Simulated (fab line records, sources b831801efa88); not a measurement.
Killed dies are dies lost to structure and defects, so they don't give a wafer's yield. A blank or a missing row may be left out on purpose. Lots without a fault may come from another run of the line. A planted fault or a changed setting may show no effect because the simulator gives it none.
Chamber matching | flow gf180mcu | GF_PASSIVATION_CVD_02 on pecvd-02: 3 sister chambers
The step deposits Si3N4, target thk 700 nm, time 486.18 s. 3 wafers are shown with their chamber, then 7 later ones without.

WAFERS WITH THEIR CHAMBER
wafer  | chamber | heater_power_w (W)
L263.1 | 0       | 624
L266.1 | 2       | 731
L266.4 | 1       | 797

WAFERS WITHOUT THEIR CHAMBER
wafer  | heater_power_w (W)
L266.5 | 659
L272.2 | 733
L272.3 | 782
L272.4 | 801
L279.1 | 689
L279.2 | 758
L279.6 | 651

WHICH CHAMBER EACH WENT THROUGH
wafer  | from the rows above     | in truth
L266.5 | can't be placed: 0 or 2 | 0
L272.2 | 2                       | 2
L272.3 | can't be placed: 1 or 2 | 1
L272.4 | 1                       | 1
L279.1 | can't be placed: 2 or 0 | 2
L279.2 | can't be placed: 2 or 1 | 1
L279.6 | 0                       | 0
Placed correctly: 3 of 7. Can't be placed from these rows: 4 (the true chamber is among the candidates in 4). Placed wrongly: 0.
How it was worked out, from the rows above alone: a wafer's distance from a chamber is the root of the sum, over the readings, of the square of ((its reading less the chamber's mean) divided by the reading's scatter). The wafer belongs to the nearest chamber; if the next one is less than 2 further off, it can't be placed. A chamber's mean is the mean of its shown wafers. The scatter: with one shown wafer a chamber, the root of the mean of the squares of how far each hidden wafer lies from its nearest shown one.
